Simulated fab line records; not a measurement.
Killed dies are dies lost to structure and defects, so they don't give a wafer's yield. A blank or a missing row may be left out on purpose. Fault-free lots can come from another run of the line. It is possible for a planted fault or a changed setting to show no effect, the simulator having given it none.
fab line records ; flow sfq-line
[record] lots = 15; wafers = 45; last-day = 75
route steps=325 shown L0@5 I2@115 I3@133 M4@155 M7@282
lots that met no fault: taken from a fault-free run of the same line
start-h: start of the lot's first displayed wafer, in hours after the record's first day ; wait-h: hours elapsed since this lot's preceding step ; " unchanged from the row above ; L1.1+2: a single row standing in for several wafers ; - no value, or no start was given ; * or withheld: withheld ; < > ~ a bound
route shown NAME@n: a module of which the file shows steps, and the number in the route of the first ; usual: mean and standard deviation over wafers with no fault ; same: alike in all rows ; chamber/n: place in a boat ; sites: each site's reading ; _std_site: how widely they spread, as a standard deviation ; _edge_site: the outer-site mean with the inner-site mean subtracted ; radius-mm: for every site, how far away it sits from the centre of the wafer ; mask NAME#n: copy n ; behind: the tool/chamber that last shaped the wafer ; hold: cause of the lot's hold/its duration in hours/its outcome ; device: whichever transistor did not switch (one of n, p or np) ; end of line: at the end of the route, the tests of the same wafers ; where a step has no rows: the recipe by itself ; killed: the dies lost at the first sort to structure and to defects; this is not the yield of the wafer ; map: shows each die of a wafer: x if killed, . if not, _ if none is there
set.NAME: the run value of the setting; set.NAME@STEP: its run value at that earlier step ; model.NAME: the simulator's own value behind a step, which no gauge read
a sample of lots followed through the steps of the route, with each step as a table and each wafer as a row
services: the hour from which a tool's chamber was out of use, counted from the record's first day as start-h (under 0 if before that day), plus the number of hours and why
[[steps]]
[step SFQ_L0_THK_MEAS_902]
[recipe] thk-meas-gauge = xrf; reads = MoNx_KI_of_TRILAYER_L0_DEP_SPUTTER_003
[usual] L0_MONX_KI_THK = 40.4/0.55
lot.wafer;tool;chamber;start-h;wait-h;L0_MONX_KI_THK[nm]
L923.4;film-metro-03;-;17.71;0.1;39.5
L923.5;film-metro-03;-;17.71;0.1;40.0
L923.6;film-metro-03;-;17.71;0.1;40.0
L927.2;film-metro-01;-;37.69;0.1;39.8
L927.4;film-metro-01;-;37.69;0.1;39.9
L927.5;film-metro-01;-;37.69;0.1;40.1
L928.2;film-metro-01;-;42.69;0.1;39.9
L928.3;film-metro-01;-;42.69;0.1;40.1
L928.5;film-metro-01;-;42.69;0.1;39.9
L929.3;film-metro-04;-;47.70;0.1;40.8
L929.4;film-metro-04;-;47.70;0.1;40.6
L929.5;film-metro-04;-;47.70;0.1;40.7
L930.1;film-metro-03;-;52.68;0.1;39.9
L930.2;film-metro-03;-;52.68;0.1;39.9
L930.3;film-metro-03;-;52.68;0.1;39.8
L933.1;film-metro-03;-;67.68;0.1;40.0
L933.4;film-metro-03;-;67.68;0.1;39.6
L933.5;film-metro-03;-;67.68;0.1;39.6
L934.1;film-metro-04;-;72.68;0.1;40.7
L934.2;film-metro-04;-;72.68;0.1;40.8
L934.3;film-metro-04;-;72.68;0.1;40.9
L935.2;film-metro-01;-;77.69;0.1;40.5
L935.4;film-metro-01;-;77.69;0.1;40.6
L935.6;film-metro-01;-;77.69;0.1;40.2
L936.2;film-metro-03;-;82.69;0.1;39.7
L936.4;film-metro-03;-;82.69;0.1;39.1
L936.5;film-metro-03;-;82.69;0.1;39.9
L938.2;film-metro-04;-;92.69;0.1;40.5
L938.5;film-metro-04;-;92.69;0.1;40.7
L938.6;film-metro-04;-;92.69;0.1;40.2
L941.2;film-metro-04;-;107.69;0.1;41.0
L941.3;film-metro-04;-;107.69;0.1;41.0
L941.4;film-metro-04;-;107.69;0.1;41.2
L942.1;film-metro-03;-;112.68;0.1;39.9
L942.3;film-metro-03;-;112.68;0.1;40.6
L942.6;film-metro-03;-;112.68;0.1;40.5
L943.1;film-metro-04;-;117.68;0.1;41.3
L943.3;film-metro-04;-;117.68;0.1;40.9
L943.6;film-metro-04;-;117.68;0.1;41.2
L944.1;film-metro-04;-;122.68;0.1;41.3
L944.4;film-metro-04;-;122.68;0.1;40.2
L944.5;film-metro-04;-;122.68;0.1;40.8
L945.1;film-metro-01;-;127.68;0.1;41.1
L945.2;film-metro-01;-;127.68;0.1;40.9
L945.3;film-metro-01;-;127.68;0.1;41.1
[step SFQ_TRILAYER_I2_VIA_ETCH_VIA_ETCH_070]
[recipe] target = SiO2; stop-on = Nb; mask-material = PR; taper-deg = 20; chemistry = CHF3; target-depth-nm = 260; source-w = 500; bias-w = 80; pressure-mtorr = 30; time-s = withheld
[usual] drypump-motor-current-A = 5.5/0.39; oes-product-au = 0.855/0.0049
lot.wafer;tool;chamber;start-h;wait-h;drypump-motor-current-A;oes-product-au
L923.4;rie-diel-02;0;601.86;0.0;5.7;0.852
L923.5;rie-diel-02;0;601.86;0.0;5.7;0.856
L923.6;rie-diel-02;3;601.86;0.0;6.0;0.861
L927.2;rie-diel-04;0;633.08;0.0;4.9;0.858
L927.4;rie-diel-04;0;633.08;0.0;5.0;0.858
L927.5;rie-diel-04;2;633.08;0.0;5.3;0.854
L928.2;rie-diel-03;1;647.48;0.0;5.4;0.865
L928.3;rie-diel-03;2;647.48;0.0;5.5;0.846
L928.5;rie-diel-03;2;647.48;0.0;5.5;0.863
L929.3;rie-diel-03;2;652.34;0.1;5.5;0.859
L929.4;rie-diel-03;1;652.34;0.1;5.4;0.862
L929.5;rie-diel-03;2;652.34;0.1;5.5;0.857
L930.1;rie-diel-03;3;657.06;0.0;6.2;0.853
L930.2;rie-diel-03;1;657.06;0.0;5.5;0.845
L930.3;rie-diel-03;2;657.06;0.0;5.5;0.864
L933.1;rie-diel-03;2;719.01;0.0;5.5;0.851
L933.4;rie-diel-03;0;719.01;0.0;6.0;0.855
L933.5;rie-diel-03;2;719.01;0.0;5.5;0.863
L934.1;rie-diel-03;2;723.81;0.0;5.5;0.860
L934.2;rie-diel-03;0;723.81;0.0;6.0;0.856
L934.3;rie-diel-03;1;723.81;0.0;5.4;0.849
L935.2;rie-diel-02;2;745.21;0.0;6.0;0.855
L935.4;rie-diel-02;1;745.21;0.0;5.2;0.853
L935.6;rie-diel-02;1;745.21;0.0;5.2;0.853
L936.2;rie-diel-04;0;758.06;0.0;5.0;0.861
L936.4;rie-diel-04;3;758.06;0.0;4.9;0.852
L936.5;rie-diel-04;3;758.06;0.0;4.9;0.856
L938.2;rie-diel-03;1;762.86;0.0;5.4;0.852
L938.5;rie-diel-03;1;762.86;0.0;5.4;0.856
L938.6;rie-diel-03;0;762.86;0.0;6.0;0.852
L941.2;rie-diel-03;0;798.86;0.0;6.0;0.851
L941.3;rie-diel-03;1;798.86;0.0;5.4;0.857
L941.4;rie-diel-03;2;798.86;0.0;5.5;0.857
L942.1;rie-diel-04;0;809.66;0.0;4.9;0.859
L942.3;rie-diel-04;3;809.66;0.0;4.9;0.854
L942.6;rie-diel-04;0;809.66;0.0;4.9;0.857
L943.1;rie-diel-03;2;822.86;0.0;5.5;0.847
L943.3;rie-diel-03;1;822.86;0.0;5.4;0.849
L943.6;rie-diel-03;1;822.86;0.0;5.4;0.848
L944.1;rie-diel-03;2;833.66;0.0;5.5;0.850
L944.4;rie-diel-03;2;833.66;0.0;5.5;0.851
L944.5;rie-diel-03;1;833.66;0.0;5.4;0.849
L945.1;rie-diel-04;1;846.86;0.0;5.8;0.859
L945.2;rie-diel-04;3;846.86;0.0;4.9;0.847
L945.3;rie-diel-04;2;846.86;0.0;5.3;0.851
[step SFQ_TRILAYER_I3_DEP_PECVD_081]
[recipe] material = SiO2; temp-c = 150; time-s = 111.11; pressure-torr = 2.4; rf-w = 183.3; precursor = SiH4/N2O; target-thk-nm = 500
[usual] chamber-pressure-Torr = 2.400/0.0054; heater-power-outer-w = 35/12; heater-power-w = 90/17; throttle-valve-pct = 24.2/1.1; time-s = 111.11/0
lot.wafer;tool;chamber;start-h;wait-h;chamber-pressure-Torr;heater-power-outer-w;heater-power-w;throttle-valve-pct;time-s
L923.4;pecvd-04;1;667.05;0.0;2.396;34;76;25.1;111.11
L923.5;pecvd-04;0;667.05;0.0;2.392;20;75;26.6;111.11
L923.6;pecvd-04;2;667.05;0.0;2.403;17;70;23.6;111.11
L927.2;pecvd-03;1;700.41;0.0;2.401;20;73;24.8;111.11
L927.4;pecvd-03;1;700.41;0.0;2.385;23;71;24.6;111.11
L927.5;pecvd-03;2;700.41;0.0;2.403;38;91;24.2;111.11
L928.2;pecvd-02;1;708.36;0.0;2.401;23;79;23.8;111.11
L928.3;pecvd-02;0;708.36;0.0;2.406;44;102;22.5;111.11
L928.5;pecvd-02;2;708.36;0.0;2.402;57;127;24.1;111.11
L929.3;pecvd-03;1;713.20;0.0;2.403;26;79;25.0;111.11
L929.4;pecvd-03;0;713.20;0.0;2.400;38;90;22.8;111.11
L929.5;pecvd-03;1;713.20;0.0;2.404;27;81;24.5;111.11
L930.1;pecvd-03;1;715.56;0.0;2.392;24;76;24.8;111.11
L930.2;pecvd-03;0;715.56;0.0;2.409;44;99;22.9;111.11
L930.3;pecvd-03;0;715.56;0.0;2.407;45;99;22.6;111.11
L933.1;pecvd-03;1;781.97;0.0;2.392;27;78;25.3;111.11
L933.4;pecvd-03;0;781.97;0.0;2.394;47;101;22.7;111.11
L933.5;pecvd-03;1;781.97;0.0;2.401;27;82;25.0;111.11
L934.1;pecvd-03;0;786.33;0.0;-;-;-;-;-
L934.2;pecvd-03;1;786.33;0.0;-;-;-;-;-
L934.3;pecvd-03;2;786.33;0.0;-;-;-;-;-
L935.2;pecvd-03;2;809.23;0.0;-;-;-;-;-
L935.4;pecvd-03;0;809.23;0.0;-;-;-;-;-
L935.6;pecvd-03;1;809.23;0.0;-;-;-;-;-
L936.2;pecvd-03;0;818.83;0.0;-;-;-;-;-
L936.4;pecvd-03;0;818.83;0.0;-;-;-;-;-
L936.5;pecvd-03;1;818.83;0.0;-;-;-;-;-
L938.2;pecvd-03;0;821.23;0.0;2.405;39;90;23.2;111.11
L938.5;pecvd-03;0;821.23;0.0;2.408;42;97;22.9;111.11
L938.6;pecvd-03;1;821.23;0.0;2.404;21;69;25.2;111.11
L941.2;pecvd-03;1;855.83;0.0;2.403;25;76;25.3;111.11
L941.3;pecvd-03;2;855.83;0.0;2.396;37;90;24.5;111.11
L941.4;pecvd-03;1;855.83;0.0;2.404;26;78;25.1;111.11
L942.1;pecvd-04;1;865.43;0.0;2.395;39;82;25.1;111.11
L942.3;pecvd-04;0;865.43;0.0;2.401;25;80;27.2;111.11
L942.6;pecvd-04;2;865.43;0.0;2.399;16;67;23.7;111.11
L943.1;pecvd-04;1;878.31;0.0;2.399;46;91;25.4;111.11
L943.3;pecvd-04;2;878.31;0.0;2.397;11;62;24.3;111.11
L943.6;pecvd-04;0;878.31;0.0;2.396;26;84;27.4;111.11
L944.1;pecvd-02;1;894.46;0.0;2.406;22;74;24.3;111.11
L944.4;pecvd-02;0;894.46;0.0;2.414;47;107;23.7;111.11
L944.5;pecvd-02;2;894.46;0.0;2.405;51;122;24.3;111.11
L945.1;pecvd-02;1;908.87;0.0;2.406;20;77;24.5;111.11
L945.2;pecvd-02;2;908.87;0.0;2.392;56;132;24.3;111.11
L945.3;pecvd-02;0;908.87;0.0;2.397;42;97;23.8;111.11
[step SFQ_TRILAYER_I3_METRO_MEASURE_083]
lot.wafer;tool;chamber;start-h;wait-h
L923.4+5+6;film-metro-01;-;687.66;0.6
L927.2+4+5;film-metro-04;-;718.65;0.3
L928.2+3+5;film-metro-04;-;727.65;0.3
L929.3+4+5;film-metro-01;-;730.85;0.5
L930.1+2+3;film-metro-04;-;733.45;0.1
L933.1+4+5;film-metro-03;-;799.45;0.1
L934.1+2+3;film-metro-01;-;802.61;0.1
L935.2+4+6;film-metro-01;-;827.00;0.3
L936.2+4+5;film-metro-03;-;835.65;0.3
L938.2+5+6;film-metro-03;-;839.00;0.3
L941.2+3+4;film-metro-04;-;881.00;0.3
L942.1+3+6;film-metro-01;-;892.45;0.1
L943.1+3+6;film-metro-01;-;904.80;0.1
L944.1+4+5;film-metro-04;-;913.80;0.1
L945.1+2+3;film-metro-03;-;926.76;0.1
[step SFQ_TRILAYER_I3_VIA_ETCH_VIA_ETCH_088]
[recipe] target = SiO2; stop-on = Nb; mask-material = PR; taper-deg = 20; chemistry = CHF3; target-depth-nm = 260; source-w = 500; bias-w = 80; pressure-mtorr = 30; time-s = withheld
[usual] drypump-motor-current-A = 5.6/0.34; oes-product-au = 0.855/0.0051
lot.wafer;tool;chamber;start-h;wait-h;drypump-motor-current-A;oes-product-au
L923.4;rie-diel-01;1;743.40;0.0;5.1;0.856
L923.5;rie-diel-01;0;743.40;0.0;5.2;0.847
L923.6;rie-diel-01;3;743.40;0.0;5.4;0.856
L927.2;rie-diel-03;3;779.41;0.0;6.2;0.851
L927.4;rie-diel-03;0;779.41;0.0;6.0;0.850
L927.5;rie-diel-03;0;779.41;0.0;6.0;0.859
L928.2;rie-diel-02;1;792.71;0.0;5.2;0.855
L928.3;rie-diel-02;0;792.71;0.0;5.8;0.849
L928.5;rie-diel-02;0;792.71;0.0;5.7;0.847
L929.3;rie-diel-03;2;793.91;0.0;5.5;0.862
L929.4;rie-diel-03;1;793.91;0.0;5.4;0.853
L929.5;rie-diel-03;1;793.91;0.0;5.4;0.853
L930.1;rie-diel-01;1;795.11;0.0;5.1;0.854
L930.2;rie-diel-01;0;795.11;0.0;5.2;0.849
L930.3;rie-diel-01;3;795.11;0.0;5.4;0.851
L933.1;rie-diel-01;2;857.31;0.0;5.6;0.854
L933.4;rie-diel-01;2;857.31;0.0;5.6;0.853
L933.5;rie-diel-01;0;857.31;0.0;5.2;0.856
L934.1;rie-diel-01;2;860.91;0.0;5.6;0.375
L934.2;rie-diel-01;0;860.91;0.0;5.2;0.383
L934.3;rie-diel-01;3;860.91;0.0;5.4;0.372
L935.2;rie-diel-03;3;879.79;0.0;6.2;0.370
L935.4;rie-diel-03;1;879.79;0.0;5.4;0.375
L935.6;rie-diel-03;3;879.79;0.0;6.2;0.374
L936.2;rie-diel-02;0;895.94;0.0;5.8;0.368
L936.4;rie-diel-02;2;895.94;0.0;6.0;0.368
L936.5;rie-diel-02;3;895.94;0.0;6.0;0.377
L938.2;rie-diel-03;3;900.77;0.0;6.1;0.859
L938.5;rie-diel-03;2;900.77;0.0;5.5;0.854
L938.6;rie-diel-03;1;900.77;0.0;5.4;0.858
L941.2;rie-diel-01;1;945.14;0.0;5.1;0.855
L941.3;rie-diel-01;0;945.14;0.0;5.2;0.859
L941.4;rie-diel-01;3;945.14;0.0;5.4;0.853
L942.1;rie-diel-02;2;953.54;0.0;6.0;0.858
L942.3;rie-diel-02;3;953.54;0.0;6.0;0.848
L942.6;rie-diel-02;1;953.54;0.0;5.1;0.853
L943.1;rie-diel-01;0;970.44;0.0;5.2;0.854
L943.3;rie-diel-01;2;970.44;0.0;5.6;0.866
L943.6;rie-diel-01;3;970.44;0.0;5.4;0.860
L944.1;rie-diel-01;1;976.44;0.0;5.1;0.855
L944.4;rie-diel-01;0;976.44;0.0;5.2;0.854
L944.5;rie-diel-01;1;976.44;0.0;5.2;0.855
L945.1;rie-diel-03;0;988.44;0.0;6.0;0.850
L945.2;rie-diel-03;3;988.44;0.0;6.2;0.862
L945.3;rie-diel-03;2;988.44;0.0;5.4;0.851
[step SFQ_TRILAYER_M4_LITHO_EXPOSE_094]
[recipe] mask-id = M4; na = 0.6; source-shape = conventional; sigma-outer = 0.65; target-cd-nm = 500; dose-mj = 14.4
[usual] exposure-dose-mJ-cm2 = 14.398/0.014; focus-offset-nm = 0.1/0.53; na = 0.6/0; stage-vel-mm-s = 500.00/0.3
lot.wafer;tool;chamber;start-h;wait-h;mask;exposure-dose-mJ-cm2;focus-offset-nm;na;stage-vel-mm-s
L923.4;krf-scanner-01;0;804.93;-;M4#0;14.382;0.4;0.6;499.89
L923.5;krf-scanner-01;0;804.93;-;M4#0;14.411;-0.2;0.6;499.99
L923.6;krf-scanner-01;0;804.93;-;M4#0;14.412;-1.2;0.6;499.73
L927.2;krf-scanner-01;0;833.33;-;M4#0;14.394;-0.4;0.6;499.66
L927.4;krf-scanner-01;0;833.33;-;M4#0;14.404;0.1;0.6;499.90
L927.5;krf-scanner-01;0;833.33;-;M4#0;14.402;0.1;0.6;499.72
L928.2;krf-scanner-01;0;846.53;-;M4#0;14.400;-1.0;0.6;500.24
L928.3;krf-scanner-01;0;846.53;-;M4#0;14.396;0.0;0.6;500.36
L928.5;krf-scanner-01;0;846.53;-;M4#0;14.387;-0.5;0.6;500.17
L929.3;krf-scanner-01;0;849.13;-;M4#0;14.401;0.1;0.6;499.44
L929.4;krf-scanner-01;0;849.13;-;M4#0;14.405;-0.3;0.6;499.46
L929.5;krf-scanner-01;0;849.13;-;M4#0;14.432;0.0;0.6;499.61
L930.1;krf-scanner-01;0;849.93;-;M4#0;14.393;0.4;0.6;499.65
L930.2;krf-scanner-01;0;849.93;-;M4#0;14.371;-0.7;0.6;499.94
L930.3;krf-scanner-01;0;849.93;-;M4#0;14.368;-0.8;0.6;500.23
L933.1;krf-scanner-01;0;918.36;-;M4#0;14.408;-0.6;0.6;499.86
L933.4;krf-scanner-01;0;918.36;-;M4#0;14.398;0.0;0.6;499.83
L933.5;krf-scanner-01;0;918.36;-;M4#0;14.424;0.0;0.6;500.21
L934.1;krf-scanner-01;-;921.96;-;M4#0;-;-;-;-
L934.2;krf-scanner-01;-;921.96;-;M4#0;-;-;-;-
L934.3;krf-scanner-01;-;921.96;-;M4#0;-;-;-;-
L935.2;krf-scanner-01;-;941.36;-;M4#0;-;-;-;-
L935.4;krf-scanner-01;-;941.36;-;M4#0;-;-;-;-
L935.6;krf-scanner-01;-;941.36;-;M4#0;-;-;-;-
L936.2;krf-scanner-01;-;955.76;-;M4#0;-;-;-;-
L936.4;krf-scanner-01;-;955.76;-;M4#0;-;-;-;-
L936.5;krf-scanner-01;-;955.76;-;M4#0;-;-;-;-
L938.2;krf-scanner-01;0;960.56;-;M4#0;14.412;0.0;0.6;500.18
L938.5;krf-scanner-01;0;960.56;-;M4#0;14.375;0.6;0.6;500.00
L938.6;krf-scanner-01;0;960.56;-;M4#0;14.408;0.4;0.6;499.75
L941.2;krf-scanner-01;0;1011.80;-;M4#0;14.369;-0.3;0.6;500.02
L941.3;krf-scanner-01;0;1011.80;-;M4#0;14.412;-0.1;0.6;499.81
L941.4;krf-scanner-01;0;1011.80;-;M4#0;14.392;0.4;0.6;500.39
L942.1;krf-scanner-01;0;1023.40;-;M4#0;14.387;0.5;0.6;500.51
L942.3;krf-scanner-01;0;1023.40;-;M4#0;14.375;0.3;0.6;499.88
L942.6;krf-scanner-01;0;1023.40;-;M4#0;14.374;0.4;0.6;500.51
L943.1;krf-scanner-01;0;1039.75;-;M4#0;14.395;0.2;0.6;499.87
L943.3;krf-scanner-01;0;1039.75;-;M4#0;14.407;-0.1;0.6;499.31
L943.6;krf-scanner-01;0;1039.75;-;M4#0;14.387;-0.1;0.6;499.57
L944.1;krf-scanner-01;0;1046.95;-;M4#0;14.410;-0.4;0.6;500.19
L944.4;krf-scanner-01;0;1046.95;-;M4#0;14.404;-0.4;0.6;500.29
L944.5;krf-scanner-01;0;1046.95;-;M4#0;14.396;-0.2;0.6;500.14
L945.1;krf-scanner-01;0;-;-;M4#0;14.390;0.3;0.6;499.82
L945.2;krf-scanner-01;0;-;-;M4#0;14.368;0.1;0.6;499.58
L945.3;krf-scanner-01;0;-;-;M4#0;14.402;-0.2;0.6;499.72
[step SFQ_TRILAYER_M7_DEP_SPUTTER_175]
[recipe] material = Nb; base-pressure-pa = 1.33e-06; chamber-pressure-pa = 0.1333; substrate-temp-c = 20; target-thk-nm = 200; power-w = 2000; time-s = 133.3
[usual] cathode-dc-power-W = 2000.0/0.34; throttle-valve-pct = 29.9/0.62
[same] time-s = 133.3
lot.wafer;tool;chamber;start-h;wait-h;cathode-dc-power-W;throttle-valve-pct
L923.4;pvd-sputter-04;-;1404.17;0.0;1999.7;30.9
L923.5;pvd-sputter-04;-;1404.17;0.0;2000.2;30.7
L923.6;pvd-sputter-04;-;1404.17;0.0;2000.3;29.5
L927.2;pvd-sputter-03;-;1443.32;0.0;2000.6;28.7
L927.4;pvd-sputter-03;-;1443.32;0.0;2000.2;29.5
L927.5;pvd-sputter-03;-;1443.32;0.0;2000.1;30.0
L928.2;pvd-sputter-04;-;1451.50;0.0;2000.1;30.2
L928.3;pvd-sputter-04;-;1451.50;0.0;2000.5;29.9
L928.5;pvd-sputter-04;-;1451.50;0.0;2000.4;30.0
L929.3;pvd-sputter-04;-;1458.82;0.0;1999.7;29.8
L929.4;pvd-sputter-04;-;1458.82;0.0;2000.0;29.6
L929.5;pvd-sputter-04;-;1458.82;0.0;1999.8;29.5
L930.1;pvd-sputter-03;-;1461.22;0.0;2000.0;29.3
L930.2;pvd-sputter-03;-;1461.22;0.0;2000.6;30.0
L930.3;pvd-sputter-03;-;1461.22;0.0;2000.3;30.0
L933.1;pvd-sputter-03;-;1469.24;0.0;2000.4;30.0
L933.4;pvd-sputter-03;-;1469.24;0.0;2000.4;29.2
L933.5;pvd-sputter-03;-;1469.24;0.0;2000.5;29.3
L934.1;pvd-sputter-05;-;1470.44;0.0;1999.9;30.6
L934.2;pvd-sputter-05;-;1470.44;0.0;2000.4;29.8
L934.3;pvd-sputter-05;-;1470.44;0.0;2000.3;31.0
L935.2;pvd-sputter-04;-;1472.24;0.0;2000.1;29.7
L935.4;pvd-sputter-04;-;1472.24;0.0;1999.8;30.7
L935.6;pvd-sputter-04;-;1472.24;0.0;1999.9;29.6
L936.2;pvd-sputter-03;-;1472.84;0.0;2000.5;30.0
L936.4;pvd-sputter-03;-;1472.84;0.0;2000.1;29.8
L936.5;pvd-sputter-03;-;1472.84;0.0;1999.7;29.9
L938.2;pvd-sputter-04;-;1475.24;0.0;1999.7;30.6
L938.5;pvd-sputter-04;-;1475.24;0.0;1999.8;29.7
L938.6;pvd-sputter-04;-;1475.24;0.0;2000.0;30.0
L941.2;pvd-sputter-03;-;1603.27;0.0;2000.2;28.5
L941.3;pvd-sputter-03;-;1603.27;0.0;2000.3;29.3
L941.4;pvd-sputter-03;-;1603.27;0.0;2000.0;29.9
L942.1;pvd-sputter-04;-;1608.67;0.0;2000.3;30.9
L942.3;pvd-sputter-04;-;1608.67;0.0;2000.1;29.7
L942.6;pvd-sputter-04;-;1608.67;0.0;1999.8;30.8
L943.1;pvd-sputter-03;-;1622.04;0.0;1999.8;29.1
L943.3;pvd-sputter-03;-;1622.04;0.0;2000.0;29.9
L943.6;pvd-sputter-03;-;1622.04;0.0;2000.2;30.1
L944.1;pvd-sputter-05;-;1636.93;0.0;1999.7;30.2
L944.4;pvd-sputter-05;-;1636.93;0.0;1999.0;29.9
L944.5;pvd-sputter-05;-;1636.93;0.0;2000.0;30.1
L945.1;pvd-sputter-05;-;1658.51;0.0;2000.1;30.0
L945.2;pvd-sputter-05;-;1658.51;0.0;1999.3;30.8
L945.3;pvd-sputter-05;-;1658.51;0.0;2000.1;29.9
[[services]]
tool;chamber;start-h;hours;kind
krf-scanner-01;-;609.21;1.3;pm
krf-scanner-01;-;611.18;0.1;repair
krf-scanner-01;-;683.71;1.0;pm
krf-scanner-01;-;701.51;0.8;pm
krf-scanner-01;-;720.26;3.6;pm
krf-scanner-01;-;751.42;4.4;pm
krf-scanner-01;-;756.06;5.0;repair
krf-scanner-01;-;785.03;1.3;pm
krf-scanner-01;-;852.33;1.0;pm
krf-scanner-01;-;864.97;0.5;repair
krf-scanner-01;-;881.42;8.1;repair
krf-scanner-01;-;961.56;1.3;pm
krf-scanner-01;-;1021.20;1.0;pm
krf-scanner-01;-;1068.59;3.1;repair
krf-scanner-01;-;1085.84;0.1;repair
krf-scanner-01;-;1110.72;0.7;repair
krf-scanner-01;-;1136.65;1.3;pm
krf-scanner-01;-;1166.67;0.2;repair
krf-scanner-01;-;1185.69;0.4;repair
krf-scanner-01;-;1189.79;1.0;pm
krf-scanner-01;-;1206.39;0.8;pm
krf-scanner-01;-;1243.46;4.0;pm
krf-scanner-01;-;1270.04;2.8;repair
krf-scanner-01;-;1312.31;1.3;pm
[[key]]
[first-sign] step = SFQ_TRILAYER_I3_DEP_PECVD_081; reading = tool-record; direction = missing
[effect] step = SFQ_TRILAYER_I3_VIA_ETCH_VIA_ETCH_088; reading = oes-product-au; direction = down; sigmas = 95; usual = 0.855; struck = 0.374
[effect] step = SFQ_TRILAYER_M4_LITHO_EXPOSE_094; reading = tool-record; direction = missing
met-at SFQ_TRILAYER_I3_DEP_PECVD_081
struck-lots L934,L935,L936
not-acting-at SFQ_L0_THK_MEAS_902,SFQ_TRILAYER_I2_VIA_ETCH_VIA_ETCH_070,SFQ_TRILAYER_M7_DEP_SPUTTER_175
onset-between 781.97 786.33
[fault] kind = skipped-step-whole; tool = pecvd-03; chamber = -; onset-h = 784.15; steps = SFQ_TRILAYER_I3_DEP_PECVD_081; scope = struck-lots-only
